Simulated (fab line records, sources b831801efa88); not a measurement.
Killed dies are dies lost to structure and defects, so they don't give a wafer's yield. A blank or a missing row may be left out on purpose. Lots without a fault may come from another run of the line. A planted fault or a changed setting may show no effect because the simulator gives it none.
Which tool did it? | flow sky130 | 13 lots, 39 wafers sampled, at 3 steps of a route of 708

WHAT THE GAUGES READ, wafer by wafer
SKY_CONTACT_CD_MEAS_14: target cd 170 nm.
lot  | measured     | on        | cd_nm (nm)
L839 | day 31 02:44 | cd_sem-01 | 169.2 169.8 169.2
L841 | day 32 07:14 | cd_sem-02 | 168.7 170.7 171.0
L842 | day 32 21:12 | cd_sem-01 | 168.7 169.1 168.5
L843 | day 34 05:56 | cd_sem-01 | 170.8 171.0 171.0
L844 | day 34 07:23 | cd_sem-02 | 169.8 168.3 168.4
L845 | day 34 15:47 | cd_sem-01 | 171.5 171.4 171.4
L849 | day 35 02:47 | cd_sem-02 | 174.9 173.9 174.3
L851 | day 36 07:56 | cd_sem-01 | 173.6 174.1 174.0
L854 | day 37 07:59 | cd_sem-02 | 168.8 168.7 169.8
L856 | day 37 19:44 | cd_sem-02 | 172.4 172.9 172.5
L859 | day 38 04:14 | cd_sem-02 | 174.1 171.4 172.4
L861 | day 38 13:18 | cd_sem-01 | 170.0 169.3 169.9
L862 | day 38 21:56 | cd_sem-02 | 171.0 169.7 171.1

WHICH TOOL RAN EACH LOT (tool, then ch and the chambers of the sampled wafers, then the start)
lot  | SKY_CONTACT_CVD_00              | SKY_CONTACT_DEVELOP_13
L839 | pecvd-02 ch 1,2, day 29 22:16   | litho_track-03 ch 0, day 31 02:00
L841 | pecvd-01 ch 0,1,2, day 31 04:07 | litho_track-04 ch 0, day 32 07:00
L842 | pecvd-01 ch 0,1,2, day 31 17:44 | litho_track-04 ch 0, day 32 21:00
L843 | pecvd-01 ch 0,2, day 33 02:24   | litho_track-03 ch 0, day 34 05:00
L844 | pecvd-02 ch 1,2, day 33 04:16   | litho_track-04 ch 0, day 34 07:00
L845 | pecvd-04 ch 0,1, day 33 12:58   | litho_track-04 ch 0, day 34 15:00
L849 | pecvd-01 ch 1,2, day 33 23:12   | litho_track-04 ch 0, day 35 02:00
L851 | pecvd-01 ch 0,2, day 35 04:48   | litho_track-04 ch 0, day 36 07:00
L854 | pecvd-04 ch 1,2, day 36 05:27   | litho_track-03 ch 0, day 37 07:00
L856 | pecvd-01 ch 0,1, day 36 16:55   | litho_track-03 ch 0, day 37 19:00
L859 | pecvd-04 ch 0,1,2, day 37 01:32 | litho_track-03 ch 0, day 38 04:00
L861 | pecvd-01 ch 1,2, day 37 10:56   | litho_track-03 ch 0, day 38 13:00
L862 | pecvd-02 ch 0,1,2, day 37 19:58 | litho_track-03 ch 0, day 38 21:00
- SKY_CONTACT_CVD_00: deposits Si3N4, target thk 75 nm.
- SKY_CONTACT_DEVELOP_13: develop time 60 s.

WHAT THE TOOLS THEMSELVES READ (means of the sampled wafers that have a number; where no wafer has one, the mark that the record gives instead)
SKY_CONTACT_CVD_00.
lot  | tool     | heater_power_outer_w (W) | heater_power_w (W)
L839 | pecvd-02 | 444                      | 779
L841 | pecvd-01 | 432                      | 736
L842 | pecvd-01 | 388                      | 667
L843 | pecvd-01 | 481                      | 785
L844 | pecvd-02 | 390                      | 699
L845 | pecvd-04 | 413                      | 682
L849 | pecvd-01 | 463                      | 806
L851 | pecvd-01 | 489                      | 796
L854 | pecvd-04 | 413                      | 677
L856 | pecvd-01 | 427                      | 750
L859 | pecvd-04 | 426                      | 695
L861 | pecvd-01 | 432                      | 738
L862 | pecvd-02 | 428                      | 752

THE ANSWER, worked out from the rows above alone
Rule: what is usual is taken from the lots themselves. Put in order of their means at a reading, lots are off if they are a third of the lots or fewer, leave a main group of 4 or more, and stand apart from it by a gap of 3 or more times the standard deviation of the main group's means; of several such gaps the widest counts. A main group whose means are all the same, to the digits that the tables above print for the reading, isn't used. A lot without any number at a reading at which 4 lots or more have one is off too. The other lots that the step has rows for count as sound. The gauges are gone through in route order, then the tools' own readings, and for those a lot's mean is taken as printed above. The first step at which some lot is off is used, and at that step the reading that is off furthest; a lot without a number counts as furthest.
No lot is off at any reading shown: from this, nothing can be told.

WHAT THE SIMULATOR HAD PUT IN
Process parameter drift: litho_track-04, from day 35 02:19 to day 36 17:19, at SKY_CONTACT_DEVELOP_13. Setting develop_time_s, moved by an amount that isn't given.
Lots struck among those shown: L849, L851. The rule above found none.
